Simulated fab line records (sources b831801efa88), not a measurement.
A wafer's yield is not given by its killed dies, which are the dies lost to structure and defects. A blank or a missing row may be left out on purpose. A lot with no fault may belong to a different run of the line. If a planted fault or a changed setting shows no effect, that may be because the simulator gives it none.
What tool caused it? ; flow sky130 ; Sampling: 6 lots, 18 wafers, 2 of 708 route steps

WHAT THE GAUGES READ, wafer by wafer
SKY_VT_ADJUST_HVTP_TW_MEAS_11.
lot;measured;on;VT_ADJUST_HVTP_TW
L694;day 6 11:13;film_metro-04;1363 1349 1353
L696;day 6 23:50;film_metro-01;1354 1356 1364
L706;day 9 14:07;film_metro-04;1363 1362 1361
L708;day 10 00:17;film_metro-03;1358 1355 1363
L711;day 10 21:40;film_metro-03;1357 1363 1365
L714;day 11 14:41;film_metro-03;1363 1359 1357

WHAT TOOL EACH LOT RAN ON (gives the tool, then ch and the chambers of the sampled wafers, and finally the start)
lot;SKY_VT_ADJUST_HVTP_STRIP_10
L694;plasma_asher-02 ch 0,1, day 6 11:07
L696;plasma_asher-01 ch 1, day 6 23:44
L706;plasma_asher-02 ch 0,1, day 9 14:01
L708;plasma_asher-02 ch 0,1, day 10 00:09
L711;plasma_asher-01 ch 0,1, day 10 21:34
L714;plasma_asher-03 ch 0,1, day 11 14:35
- SKY_VT_ADJUST_HVTP_STRIP_10: strips in O2/N2.

THE ANSWER, worked out from the rows above alone
Rule: usual is defined by the lots themselves. The widest of any qualifying gaps counts: lots, ordered by their means at a reading, are off when they make up no more than a third of the lots, leave a main group of 4 or more, and stand apart from it by 3 or more times the standard deviation of that group's means. A main group whose means are all the same, to the digits that the tables above print for the reading, isn't used. A lot without any number at a reading at which 4 lots or more have one is off too. All remaining lots with rows at the step are treated as sound.
Nothing can be told from this: no lot is off at any reading shown.

WHAT WAS PUT IN BY THE SIMULATOR
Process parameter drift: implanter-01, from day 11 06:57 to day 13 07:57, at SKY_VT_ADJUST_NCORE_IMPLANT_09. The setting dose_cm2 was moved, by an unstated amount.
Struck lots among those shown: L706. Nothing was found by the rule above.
